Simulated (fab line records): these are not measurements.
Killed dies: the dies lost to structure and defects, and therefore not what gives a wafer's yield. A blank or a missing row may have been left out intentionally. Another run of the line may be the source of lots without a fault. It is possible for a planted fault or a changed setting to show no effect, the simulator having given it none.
fab line records || flow sky130 || part 2 of 2: steps 26 to 36 of 36
record {"lots": 5, "wafers": 15, "lastDay": 49}
route steps=708 shown VIA3@586 METAL4@598 CAP2M@603
lots with no fault: from the same line, run without faults
startH: hours from the record's opening day to when the first of the lot's shown wafers began || waitH: hours from the lot's prior step to this one || " as in the row above || L1.1+2: several wafers, shown together as one row || - no value, or no start given || * or withheld: withheld || < > ~ a bound
route shown NAME@n: NAME is a module with steps in the file, n the number in the route of the first one || usual: average and standard deviation across the fault-free wafers || same: alike in all rows || chamber/n: place in a boat || sites: the reading at each site || _std_site: their standard deviation || _edge_site: mean of outer sites minus mean of inner sites || radiusMm: for every site, how far away it sits from the centre of the wafer || mask NAME#n: copy n || behind: the tool/chamber that last shaped the wafer || hold: the reason the lot was held/the length of the hold in hours/how it ended || device: the transistor (n, p or np) that didn't switch || end of line: tests run on the same wafers once the route is complete || where a step has no rows: the recipe by itself || killed: at the first sort, the dies lost to defects and structure; wafer yield is something else || map: shows each die of a wafer: x if killed, . if not, _ if none is there
set.NAME: the setting that was run; set.NAME@STEP: the one run at that earlier step || model.NAME: the simulator's own value behind a step, which no gauge read
certain route steps with their lots: each step a table, each wafer a row
services: the hour from which a tool's chamber was out of use, counted from the record's first day as startH (under 0 if before that day), plus the number of hours and why
## steps
# step SKY_CAP2M_SOFTBAKE_08
# recipe {"tempC": 90, "timeS": 60, "resist": "NOVOLAK"}
# usual {"exhaustPa": "45.0/0.97"}
{"lot.wafer": "L074.2", "tool": "lithoTrack-01", "chamber": 0, "startH": 956.67, "waitH": 0.1, "exhaustPa": 45.8}
{"lot.wafer": "L074.4", "tool": "lithoTrack-01", "chamber": 0, "startH": 956.67, "waitH": 0.1, "exhaustPa": 45.4}
{"lot.wafer": "L074.5", "tool": "lithoTrack-01", "chamber": 0, "startH": 956.67, "waitH": 0.1, "exhaustPa": 44.9}
{"lot.wafer": "L075.1", "tool": "lithoTrack-02", "chamber": 0, "startH": 964.16, "waitH": 0.1, "exhaustPa": 46.3}
{"lot.wafer": "L075.4", "tool": "lithoTrack-02", "chamber": 0, "startH": 964.16, "waitH": 0.1, "exhaustPa": 45.1}
{"lot.wafer": "L075.5", "tool": "lithoTrack-02", "chamber": 0, "startH": 964.16, "waitH": 0.1, "exhaustPa": 44.6}
{"lot.wafer": "L076.1", "tool": "lithoTrack-03", "chamber": 0, "startH": 975.46, "waitH": 0.1, "exhaustPa": 46.4}
{"lot.wafer": "L076.4", "tool": "lithoTrack-03", "chamber": 0, "startH": 975.46, "waitH": 0.1, "exhaustPa": 45.2}
{"lot.wafer": "L076.6", "tool": "lithoTrack-03", "chamber": 0, "startH": 975.46, "waitH": 0.1, "exhaustPa": 45.0}
{"lot.wafer": "L085.1", "tool": "lithoTrack-01", "chamber": 0, "startH": 1026.34, "waitH": 0.1, "exhaustPa": 44.0}
{"lot.wafer": "L085.4", "tool": "lithoTrack-01", "chamber": 0, "startH": 1026.34, "waitH": 0.1, "exhaustPa": 42.8}
{"lot.wafer": "L085.6", "tool": "lithoTrack-01", "chamber": 0, "startH": 1026.34, "waitH": 0.1, "exhaustPa": 43.8}
{"lot.wafer": "L093.1", "tool": "lithoTrack-02", "chamber": 0, "startH": 1073.16, "waitH": 0.1, "exhaustPa": 45.2}
{"lot.wafer": "L093.2", "tool": "lithoTrack-02", "chamber": 0, "startH": 1073.16, "waitH": 0.1, "exhaustPa": 45.2}
{"lot.wafer": "L093.6", "tool": "lithoTrack-02", "chamber": 0, "startH": 1073.16, "waitH": 0.1, "exhaustPa": 44.8}
# step SKY_CAP2M_EXPOSE_09
# recipe {"maskId": "CAP2M", "na": 0.6, "sourceShape": "conventional", "sigmaOuter": 0.6, "polarization": "unpolarized", "targetCdNm": 1000, "doseMj": 159}
{"lot.wafer": "L074.2+4+5", "tool": "ilineStepper-02", "chamber": 0, "startH": "-", "waitH": "-", "mask": "CAP2M#0"}
{"lot.wafer": "L075.1+4+5", "tool": "ilineStepper-02", "chamber": 0, "startH": "-", "waitH": "-", "mask": "CAP2M#0"}
{"lot.wafer": "L076.1+4+6", "tool": "ilineStepper-01", "chamber": 0, "startH": "-", "waitH": "-", "mask": "CAP2M#0"}
{"lot.wafer": "L085.1+4+6", "tool": "ilineStepper-01", "chamber": 0, "startH": "-", "waitH": "-", "mask": "CAP2M#0"}
{"lot.wafer": "L093.1+2+6", "tool": "ilineStepper-01", "chamber": 0, "startH": "-", "waitH": "-", "mask": "CAP2M#0"}
# step SKY_CAP2M_PEB_10
# recipe {"tempC": "withheld", "timeS": "*", "resist": "NOVOLAK"}
# usual {"exhaustPa": "45.1/0.75"}
{"lot.wafer": "L074.2", "tool": "lithoTrack-02", "chamber": 0, "startH": "-", "waitH": "-", "exhaustPa": 44.3}
{"lot.wafer": "L074.4", "tool": "lithoTrack-02", "chamber": 0, "startH": "-", "waitH": "-", "exhaustPa": 44.8}
{"lot.wafer": "L074.5", "tool": "lithoTrack-02", "chamber": 0, "startH": "-", "waitH": "-", "exhaustPa": 46.0}
{"lot.wafer": "L075.1", "tool": "lithoTrack-02", "chamber": 0, "startH": "-", "waitH": "-", "exhaustPa": 45.4}
{"lot.wafer": "L075.4", "tool": "lithoTrack-02", "chamber": 0, "startH": "-", "waitH": "-", "exhaustPa": 44.5}
{"lot.wafer": "L075.5", "tool": "lithoTrack-02", "chamber": 0, "startH": "-", "waitH": "-", "exhaustPa": 44.8}
{"lot.wafer": "L076.1", "tool": "lithoTrack-03", "chamber": 0, "startH": "-", "waitH": "-", "exhaustPa": 44.3}
{"lot.wafer": "L076.4", "tool": "lithoTrack-03", "chamber": 0, "startH": "-", "waitH": "-", "exhaustPa": 44.7}
{"lot.wafer": "L076.6", "tool": "lithoTrack-03", "chamber": 0, "startH": "-", "waitH": "-", "exhaustPa": 44.9}
{"lot.wafer": "L085.1", "tool": "lithoTrack-03", "chamber": 0, "startH": "-", "waitH": "-", "exhaustPa": 45.4}
{"lot.wafer": "L085.4", "tool": "lithoTrack-03", "chamber": 0, "startH": "-", "waitH": "-", "exhaustPa": 45.8}
{"lot.wafer": "L085.6", "tool": "lithoTrack-03", "chamber": 0, "startH": "-", "waitH": "-", "exhaustPa": 45.4}
{"lot.wafer": "L093.1", "tool": "lithoTrack-01", "chamber": 0, "startH": "-", "waitH": "-", "exhaustPa": 44.6}
{"lot.wafer": "L093.2", "tool": "lithoTrack-01", "chamber": 0, "startH": "-", "waitH": "-", "exhaustPa": 44.7}
{"lot.wafer": "L093.6", "tool": "lithoTrack-01", "chamber": 0, "startH": "-", "waitH": "-", "exhaustPa": 45.3}
# step SKY_CAP2M_DEVELOP_11
# recipe {"resist": "NOVOLAK", "developer": "TMAH", "developTimeS": 60, "devTempC": 23}
# usual {"exhaustPa": "44.9/0.93"}
{"lot.wafer": "L074.2", "tool": "lithoTrack-02", "chamber": 0, "startH": 968.33, "waitH": 0.1, "exhaustPa": 46.9}
{"lot.wafer": "L074.4", "tool": "lithoTrack-02", "chamber": 0, "startH": 968.33, "waitH": 0.1, "exhaustPa": 45.9}
{"lot.wafer": "L074.5", "tool": "lithoTrack-02", "chamber": 0, "startH": 968.33, "waitH": 0.1, "exhaustPa": 46.1}
{"lot.wafer": "L075.1", "tool": "lithoTrack-02", "chamber": 0, "startH": 976.31, "waitH": 0.1, "exhaustPa": 45.0}
{"lot.wafer": "L075.4", "tool": "lithoTrack-02", "chamber": 0, "startH": 976.31, "waitH": 0.1, "exhaustPa": 44.3}
{"lot.wafer": "L075.5", "tool": "lithoTrack-02", "chamber": 0, "startH": 976.31, "waitH": 0.1, "exhaustPa": 44.7}
{"lot.wafer": "L076.1", "tool": "lithoTrack-03", "chamber": 0, "startH": 987.31, "waitH": 0.1, "exhaustPa": 46.2}
{"lot.wafer": "L076.4", "tool": "lithoTrack-03", "chamber": 0, "startH": 987.31, "waitH": 0.1, "exhaustPa": 44.1}
{"lot.wafer": "L076.6", "tool": "lithoTrack-03", "chamber": 0, "startH": 987.31, "waitH": 0.1, "exhaustPa": 45.4}
{"lot.wafer": "L085.1", "tool": "lithoTrack-03", "chamber": 0, "startH": 1037.21, "waitH": 0.1, "exhaustPa": 44.3}
{"lot.wafer": "L085.4", "tool": "lithoTrack-03", "chamber": 0, "startH": 1037.21, "waitH": 0.1, "exhaustPa": 44.8}
{"lot.wafer": "L085.6", "tool": "lithoTrack-03", "chamber": 0, "startH": 1037.21, "waitH": 0.1, "exhaustPa": 43.8}
{"lot.wafer": "L093.1", "tool": "lithoTrack-01", "chamber": 0, "startH": 1082.79, "waitH": 0.1, "exhaustPa": 45.0}
{"lot.wafer": "L093.2", "tool": "lithoTrack-01", "chamber": 0, "startH": 1082.79, "waitH": 0.1, "exhaustPa": 44.7}
{"lot.wafer": "L093.6", "tool": "lithoTrack-01", "chamber": 0, "startH": 1082.79, "waitH": 0.1, "exhaustPa": 45.1}
# step SKY_CAP2M_OVL_MEAS_12
# usual {"CAP2M_OVL": "-0.4/1.2"}
{"lot.wafer": "L074.2", "tool": "overlay-02", "chamber": "-", "startH": 968.46, "waitH": 0.1, "CAP2M_OVL[nm]": -0.6}
{"lot.wafer": "L074.4", "tool": "overlay-02", "chamber": "-", "startH": 968.46, "waitH": 0.1, "CAP2M_OVL[nm]": 1.3}
{"lot.wafer": "L074.5", "tool": "overlay-02", "chamber": "-", "startH": 968.46, "waitH": 0.1, "CAP2M_OVL[nm]": 1.9}
{"lot.wafer": "L075.1", "tool": "overlay-01", "chamber": "-", "startH": 976.46, "waitH": 0.1, "CAP2M_OVL[nm]": -1.0}
{"lot.wafer": "L075.4", "tool": "overlay-01", "chamber": "-", "startH": 976.46, "waitH": 0.1, "CAP2M_OVL[nm]": 0.2}
{"lot.wafer": "L075.5", "tool": "overlay-01", "chamber": "-", "startH": 976.46, "waitH": 0.1, "CAP2M_OVL[nm]": -1.4}
{"lot.wafer": "L076.1", "tool": "overlay-02", "chamber": "-", "startH": 987.46, "waitH": 0.1, "CAP2M_OVL[nm]": -0.6}
{"lot.wafer": "L076.4", "tool": "overlay-02", "chamber": "-", "startH": 987.46, "waitH": 0.1, "CAP2M_OVL[nm]": 1.2}
{"lot.wafer": "L076.6", "tool": "overlay-02", "chamber": "-", "startH": 987.46, "waitH": 0.1, "CAP2M_OVL[nm]": 0.8}
{"lot.wafer": "L085.1", "tool": "overlay-02", "chamber": "-", "startH": 1037.36, "waitH": 0.1, "CAP2M_OVL[nm]": 0.6}
{"lot.wafer": "L085.4", "tool": "overlay-02", "chamber": "-", "startH": 1037.36, "waitH": 0.1, "CAP2M_OVL[nm]": -0.1}
{"lot.wafer": "L085.6", "tool": "overlay-02", "chamber": "-", "startH": 1037.36, "waitH": 0.1, "CAP2M_OVL[nm]": 0.8}
{"lot.wafer": "L093.1", "tool": "overlay-02", "chamber": "-", "startH": 1082.94, "waitH": 0.1, "CAP2M_OVL[nm]": -1.6}
{"lot.wafer": "L093.2", "tool": "overlay-02", "chamber": "-", "startH": 1082.94, "waitH": 0.1, "CAP2M_OVL[nm]": -0.4}
{"lot.wafer": "L093.6", "tool": "overlay-02", "chamber": "-", "startH": 1082.94, "waitH": 0.1, "CAP2M_OVL[nm]": 1.0}
# step SKY_CAP2M_METAL_ETCH_13
# recipe {"targetDepthNm": 220, "stopOn": "SiO2", "chemistry": "Cl2/BCl3", "target": "TiN", "pressureMtorr": 10, "icpW": 900, "biasW": 48.5, "Cl2_flow_sccm": 60, "bcl3FlowSccm": 30, "timeS": 62.9}
# usual {"drypumpMotorCurrentA": "5.8/0.39", "oesProductAu": "0.943/0.0089", "throttleValvePct": "21.901/0.011"}
{"lot.wafer": "L074.2", "tool": "rieMetal-02", "chamber": 1, "startH": 968.49, "waitH": 0.0, "drypumpMotorCurrentA": 5.7, "oesProductAu": 0.943, "rfHoursCounterH": 4, "throttleValvePct": 21.910}
{"lot.wafer": "L074.4", "tool": "rieMetal-02", "chamber": 0, "startH": 968.49, "waitH": 0.0, "drypumpMotorCurrentA": 5.7, "oesProductAu": 0.945, "rfHoursCounterH": "-", "throttleValvePct": 21.889}
{"lot.wafer": "L074.5", "tool": "rieMetal-02", "chamber": 1, "startH": 968.49, "waitH": 0.0, "drypumpMotorCurrentA": 5.7, "oesProductAu": 0.943, "rfHoursCounterH": "-", "throttleValvePct": 21.893}
{"lot.wafer": "L075.1", "tool": "rieMetal-04", "chamber": 1, "startH": 976.49, "waitH": 0.0, "drypumpMotorCurrentA": 5.7, "oesProductAu": 0.943, "rfHoursCounterH": 11, "throttleValvePct": 21.908}
{"lot.wafer": "L075.4", "tool": "rieMetal-04", "chamber": 1, "startH": 976.49, "waitH": 0.0, "drypumpMotorCurrentA": 5.7, "oesProductAu": 0.941, "rfHoursCounterH": "-", "throttleValvePct": 21.905}
{"lot.wafer": "L075.5", "tool": "rieMetal-04", "chamber": 0, "startH": 976.49, "waitH": 0.0, "drypumpMotorCurrentA": 6.4, "oesProductAu": 0.950, "rfHoursCounterH": "-", "throttleValvePct": 21.909}
{"lot.wafer": "L076.1", "tool": "rieMetal-04", "chamber": 1, "startH": 987.50, "waitH": 0.0, "drypumpMotorCurrentA": 5.7, "oesProductAu": 0.943, "rfHoursCounterH": 12, "throttleValvePct": 21.899}
{"lot.wafer": "L076.4", "tool": "rieMetal-04", "chamber": 0, "startH": 987.50, "waitH": 0.0, "drypumpMotorCurrentA": 6.5, "oesProductAu": 0.941, "rfHoursCounterH": "-", "throttleValvePct": 21.899}
{"lot.wafer": "L076.6", "tool": "rieMetal-04", "chamber": 1, "startH": 987.50, "waitH": 0.0, "drypumpMotorCurrentA": 5.7, "oesProductAu": 0.948, "rfHoursCounterH": "-", "throttleValvePct": 21.900}
{"lot.wafer": "L085.1", "tool": "rieMetal-01", "chamber": 0, "startH": 1037.40, "waitH": 0.0, "drypumpMotorCurrentA": 5.7, "oesProductAu": 0.951, "rfHoursCounterH": 17, "throttleValvePct": 21.901}
{"lot.wafer": "L085.4", "tool": "rieMetal-01", "chamber": 1, "startH": 1037.40, "waitH": 0.0, "drypumpMotorCurrentA": 5.2, "oesProductAu": 0.948, "rfHoursCounterH": "-", "throttleValvePct": 21.910}
{"lot.wafer": "L085.6", "tool": "rieMetal-01", "chamber": 1, "startH": 1037.40, "waitH": 0.0, "drypumpMotorCurrentA": 5.2, "oesProductAu": 0.943, "rfHoursCounterH": "-", "throttleValvePct": 21.913}
{"lot.wafer": "L093.1", "tool": "rieMetal-02", "chamber": 1, "startH": 1082.98, "waitH": 0.0, "drypumpMotorCurrentA": 5.8, "oesProductAu": 0.948, "rfHoursCounterH": 11, "throttleValvePct": 21.923}
{"lot.wafer": "L093.2", "tool": "rieMetal-02", "chamber": 0, "startH": 1082.98, "waitH": 0.0, "drypumpMotorCurrentA": 5.8, "oesProductAu": 0.937, "rfHoursCounterH": 21, "throttleValvePct": 21.905}
{"lot.wafer": "L093.6", "tool": "rieMetal-02", "chamber": 0, "startH": 1082.98, "waitH": 0.0, "drypumpMotorCurrentA": 5.8, "oesProductAu": 0.943, "rfHoursCounterH": "-", "throttleValvePct": 21.914}
# step SKY_CAP2M_STRIP_14
# recipe {"chemistry": "O2/N2", "powerW": 1400, "pressureMtorr": 1500, "platenTempC": "withheld", "o2FlowSccm": 3000, "n2FlowSccm": 300, "overashFraction": 0.5}
# usual {"drypumpMotorCurrentA": "5.8/0.42", "oesProductAu": "0.710/0.0047", "stripTimeToEndpointS": "12.65/0.044"}
{"lot.wafer": "L074.2", "tool": "plasmaAsher-03", "chamber": 1, "startH": 968.57, "waitH": 0.1, "drypumpMotorCurrentA": 6.5, "oesProductAu": 0.718, "rfHoursCounterH": 113, "stripTimeToEndpointS": 12.65}
{"lot.wafer": "L074.4", "tool": "plasmaAsher-03", "chamber": 1, "startH": 968.57, "waitH": 0.1, "drypumpMotorCurrentA": 6.5, "oesProductAu": 0.725, "rfHoursCounterH": "-", "stripTimeToEndpointS": 12.62}
{"lot.wafer": "L074.5", "tool": "plasmaAsher-03", "chamber": 1, "startH": 968.57, "waitH": 0.1, "drypumpMotorCurrentA": 6.5, "oesProductAu": 0.708, "rfHoursCounterH": "-", "stripTimeToEndpointS": 12.66}
{"lot.wafer": "L075.1", "tool": "plasmaAsher-02", "chamber": 0, "startH": 976.57, "waitH": 0.1, "drypumpMotorCurrentA": 5.7, "oesProductAu": 0.708, "rfHoursCounterH": 59, "stripTimeToEndpointS": 12.64}
{"lot.wafer": "L075.4", "tool": "plasmaAsher-02", "chamber": 0, "startH": 976.57, "waitH": 0.1, "drypumpMotorCurrentA": 5.7, "oesProductAu": 0.714, "rfHoursCounterH": "-", "stripTimeToEndpointS": 12.65}
{"lot.wafer": "L075.5", "tool": "plasmaAsher-02", "chamber": 1, "startH": 976.57, "waitH": 0.1, "drypumpMotorCurrentA": 6.1, "oesProductAu": 0.714, "rfHoursCounterH": "-", "stripTimeToEndpointS": 12.75}
{"lot.wafer": "L076.1", "tool": "plasmaAsher-01", "chamber": 0, "startH": 987.58, "waitH": 0.1, "drypumpMotorCurrentA": 5.2, "oesProductAu": 0.704, "rfHoursCounterH": 89, "stripTimeToEndpointS": 12.56}
{"lot.wafer": "L076.4", "tool": "plasmaAsher-01", "chamber": 0, "startH": 987.58, "waitH": 0.1, "drypumpMotorCurrentA": 5.2, "oesProductAu": 0.711, "rfHoursCounterH": "-", "stripTimeToEndpointS": 12.66}
{"lot.wafer": "L076.6", "tool": "plasmaAsher-01", "chamber": 1, "startH": 987.58, "waitH": 0.1, "drypumpMotorCurrentA": 5.7, "oesProductAu": 0.712, "rfHoursCounterH": "-", "stripTimeToEndpointS": 12.57}
{"lot.wafer": "L085.1", "tool": "plasmaAsher-02", "chamber": 0, "startH": 1037.48, "waitH": 0.1, "drypumpMotorCurrentA": 5.7, "oesProductAu": 0.707, "rfHoursCounterH": 65, "stripTimeToEndpointS": 12.61}
{"lot.wafer": "L085.4", "tool": "plasmaAsher-02", "chamber": 1, "startH": 1037.48, "waitH": 0.1, "drypumpMotorCurrentA": 6.1, "oesProductAu": 0.707, "rfHoursCounterH": "-", "stripTimeToEndpointS": 12.65}
{"lot.wafer": "L085.6", "tool": "plasmaAsher-02", "chamber": 0, "startH": 1037.48, "waitH": 0.1, "drypumpMotorCurrentA": 5.7, "oesProductAu": 0.710, "rfHoursCounterH": "-", "stripTimeToEndpointS": 12.66}
{"lot.wafer": "L093.1", "tool": "plasmaAsher-01", "chamber": 1, "startH": 1083.06, "waitH": 0.1, "drypumpMotorCurrentA": 5.7, "oesProductAu": 0.720, "rfHoursCounterH": 99, "stripTimeToEndpointS": 12.71}
{"lot.wafer": "L093.2", "tool": "plasmaAsher-01", "chamber": 0, "startH": 1083.06, "waitH": 0.1, "drypumpMotorCurrentA": 5.2, "oesProductAu": 0.701, "rfHoursCounterH": 99, "stripTimeToEndpointS": 12.64}
{"lot.wafer": "L093.6", "tool": "plasmaAsher-01", "chamber": 1, "startH": 1083.06, "waitH": 0.1, "drypumpMotorCurrentA": 5.7, "oesProductAu": 0.711, "rfHoursCounterH": "-", "stripTimeToEndpointS": 12.62}
# step SKY_CAP2M_STRIP_15
# recipe {"chemistry": "postEtchResidueRemover", "timeS": 1200, "tempC": 72.5}
# usual {"bathGuardTempC": "72.3/0.52"}
{"lot.wafer": "L074.2", "tool": "wetBench-02", "chamber": 1, "startH": 968.67, "waitH": 0.1, "bathGuardTempC": 72.5}
{"lot.wafer": "L074.4", "tool": "wetBench-02", "chamber": 1, "startH": 968.67, "waitH": 0.1, "bathGuardTempC": 72.0}
{"lot.wafer": "L074.5", "tool": "wetBench-02", "chamber": 1, "startH": 968.67, "waitH": 0.1, "bathGuardTempC": 72.4}
{"lot.wafer": "L075.1", "tool": "wetBench-02", "chamber": 1, "startH": 976.67, "waitH": 0.1, "bathGuardTempC": 72.5}
{"lot.wafer": "L075.4", "tool": "wetBench-02", "chamber": 1, "startH": 976.67, "waitH": 0.1, "bathGuardTempC": 72.2}
{"lot.wafer": "L075.5", "tool": "wetBench-02", "chamber": 1, "startH": 976.67, "waitH": 0.1, "bathGuardTempC": 72.1}
{"lot.wafer": "L076.1", "tool": "wetBench-02", "chamber": 0, "startH": 987.68, "waitH": 0.1, "bathGuardTempC": 72.0}
{"lot.wafer": "L076.4", "tool": "wetBench-02", "chamber": 0, "startH": 987.68, "waitH": 0.1, "bathGuardTempC": 71.7}
{"lot.wafer": "L076.6", "tool": "wetBench-02", "chamber": 0, "startH": 987.68, "waitH": 0.1, "bathGuardTempC": 71.6}
{"lot.wafer": "L085.1", "tool": "wetBench-02", "chamber": 0, "startH": 1037.58, "waitH": 0.1, "bathGuardTempC": 72.2}
{"lot.wafer": "L085.4", "tool": "wetBench-02", "chamber": 0, "startH": 1037.58, "waitH": 0.1, "bathGuardTempC": 72.0}
{"lot.wafer": "L085.6", "tool": "wetBench-02", "chamber": 0, "startH": 1037.58, "waitH": 0.1, "bathGuardTempC": 72.2}
{"lot.wafer": "L093.1", "tool": "wetBench-02", "chamber": 3, "startH": 1083.16, "waitH": 0.1, "bathGuardTempC": 71.5}
{"lot.wafer": "L093.2", "tool": "wetBench-02", "chamber": 3, "startH": 1083.16, "waitH": 0.1, "bathGuardTempC": 71.9}
{"lot.wafer": "L093.6", "tool": "wetBench-02", "chamber": 3, "startH": 1083.16, "waitH": 0.1, "bathGuardTempC": 72.0}
# step SKY_CAP2M_CLEAN_16
# recipe {"chemistry": "IPA", "timeS": 180, "tempC": 25}
{"lot.wafer": "L074.2+4+5", "tool": "wetBench-01", "chamber": 1, "startH": 969.01, "waitH": 0.0}
{"lot.wafer": "L075.1+4+5", "tool": "wetBench-01", "chamber": 2, "startH": 977.04, "waitH": 0.0}
{"lot.wafer": "L076.1+4+6", "tool": "wetBench-01", "chamber": 0, "startH": 988.02, "waitH": 0.0}
{"lot.wafer": "L085.1+4+6", "tool": "wetBench-01", "chamber": 1, "startH": 1037.92, "waitH": 0.0}
{"lot.wafer": "L093.1+2+6", "tool": "wetBench-03", "chamber": 1, "startH": 1083.50, "waitH": 0.0}
# step SKY_CAP2M_CLEAN_17
# recipe {"chemistry": "O3/DIW", "dry": "n2Spin"}
{"lot.wafer": "L074.2+4+5", "tool": "wetBench-03", "chamber": 1, "startH": 969.14, "waitH": 0.0}
{"lot.wafer": "L075.1+4+5", "tool": "wetBench-02", "chamber": 1, "startH": 977.11, "waitH": 0.0}
{"lot.wafer": "L076.1+4+6", "tool": "wetBench-03", "chamber": 3, "startH": 988.13, "waitH": 0.0}
{"lot.wafer": "L085.1+4+6", "tool": "wetBench-03", "chamber": 0, "startH": 1037.98, "waitH": 0.0}
{"lot.wafer": "L093.1+2+6", "tool": "wetBench-01", "chamber": 0, "startH": 1083.56, "waitH": 0.0}
# step SKY_METAL4_DEHYDRATE_05
# recipe {"tempC": 200, "timeS": 60}
# usual {"exhaustPa": "44.8/0.95"}
{"lot.wafer": "L074.2", "tool": "lithoTrack-03", "chamber": 0, "startH": 981.14, "waitH": 11.9, "exhaustPa": 45.5}
{"lot.wafer": "L074.4", "tool": "lithoTrack-03", "chamber": 0, "startH": 981.14, "waitH": 11.9, "exhaustPa": 45.3}
{"lot.wafer": "L074.5", "tool": "lithoTrack-03", "chamber": 0, "startH": 981.14, "waitH": 11.9, "exhaustPa": 45.5}
{"lot.wafer": "L075.1", "tool": "lithoTrack-01", "chamber": 0, "startH": 988.24, "waitH": 11.0, "exhaustPa": 44.2}
{"lot.wafer": "L075.4", "tool": "lithoTrack-01", "chamber": 0, "startH": 988.24, "waitH": 11.0, "exhaustPa": 44.7}
{"lot.wafer": "L075.5", "tool": "lithoTrack-01", "chamber": 0, "startH": 988.24, "waitH": 11.0, "exhaustPa": 41.8}
{"lot.wafer": "L076.1", "tool": "lithoTrack-04", "chamber": 0, "startH": 999.78, "waitH": 11.5, "exhaustPa": 44.8}
{"lot.wafer": "L076.4", "tool": "lithoTrack-04", "chamber": 0, "startH": 999.78, "waitH": 11.5, "exhaustPa": 44.4}
{"lot.wafer": "L076.6", "tool": "lithoTrack-04", "chamber": 0, "startH": 999.78, "waitH": 11.5, "exhaustPa": 43.6}
{"lot.wafer": "L085.1", "tool": "lithoTrack-01", "chamber": 0, "startH": 1049.54, "waitH": 11.5, "exhaustPa": 45.6}
{"lot.wafer": "L085.4", "tool": "lithoTrack-01", "chamber": 0, "startH": 1049.54, "waitH": 11.5, "exhaustPa": 45.2}
{"lot.wafer": "L085.6", "tool": "lithoTrack-01", "chamber": 0, "startH": 1049.54, "waitH": 11.5, "exhaustPa": 44.5}
{"lot.wafer": "L093.1", "tool": "lithoTrack-01", "chamber": 0, "startH": 1093.09, "waitH": 9.4, "exhaustPa": 46.0}
{"lot.wafer": "L093.2", "tool": "lithoTrack-01", "chamber": 0, "startH": 1093.09, "waitH": 9.4, "exhaustPa": 45.7}
{"lot.wafer": "L093.6", "tool": "lithoTrack-01", "chamber": 0, "startH": 1093.09, "waitH": 9.4, "exhaustPa": 44.4}
## services
{"tool": "cvdW-01", "chamber": "-", "startH": 918.00, "hours": 14.6, "kind": "pm"}
{"tool": "pecvd-01", "chamber": 0, "startH": 921.39, "hours": 5.8, "kind": "repair"}
{"tool": "rieDiel-03", "chamber": 2, "startH": 926.21, "hours": 9.5, "kind": "repair"}
{"tool": "rieDiel-01", "chamber": "-", "startH": 932.83, "hours": 2.8, "kind": "pm"}
{"tool": "rieMetal-04", "chamber": "-", "startH": 937.36, "hours": 1.5, "kind": "repair"}
{"tool": "rieMetal-04", "chamber": 1, "startH": 949.25, "hours": 5.2, "kind": "repair"}
{"tool": "pvdSputter-04", "chamber": "-", "startH": 950.52, "hours": 1.9, "kind": "repair"}
{"tool": "ilineStepper-01", "chamber": "-", "startH": 952.44, "hours": 18.9, "kind": "repair"}
{"tool": "rieMetal-04", "chamber": "-", "startH": 966.36, "hours": 0.9, "kind": "repair"}
{"tool": "ilineStepper-01", "chamber": "-", "startH": 969.83, "hours": 1.4, "kind": "repair"}
{"tool": "plasmaAsher-03", "chamber": "-", "startH": 979.28, "hours": 14.6, "kind": "pm"}
{"tool": "pvdSputter-04", "chamber": "-", "startH": 993.66, "hours": 4.9, "kind": "repair"}
{"tool": "pecvd-01", "chamber": "-", "startH": 1003.44, "hours": 0.3, "kind": "repair"}
{"tool": "ilineStepper-01", "chamber": "-", "startH": 1016.71, "hours": 1.7, "kind": "pm"}
{"tool": "pvdSputter-03", "chamber": "-", "startH": 1019.12, "hours": 0.8, "kind": "repair"}
{"tool": "wetBench-01", "chamber": "-", "startH": 1019.98, "hours": 0.7, "kind": "repair"}
{"tool": "rieDiel-03", "chamber": "-", "startH": 1024.52, "hours": 27.2, "kind": "repair"}
{"tool": "rieDiel-03", "chamber": "-", "startH": 1051.73, "hours": 2.8, "kind": "pm"}
{"tool": "pecvd-01", "chamber": "-", "startH": 1053.28, "hours": 0.5, "kind": "repair"}
{"tool": "ilineStepper-01", "chamber": "-", "startH": 1055.12, "hours": 2.2, "kind": "repair"}
{"tool": "plasmaAsher-03", "chamber": "-", "startH": 1055.25, "hours": 9.0, "kind": "pm"}
{"tool": "pvdSputter-01", "chamber": "-", "startH": 1058.37, "hours": 2.1, "kind": "repair"}
{"tool": "ilineStepper-01", "chamber": "-", "startH": 1092.07, "hours": 4.4, "kind": "pm"}
{"tool": "rieDiel-01", "chamber": 2, "startH": 1092.81, "hours": 10.0, "kind": "repair"}
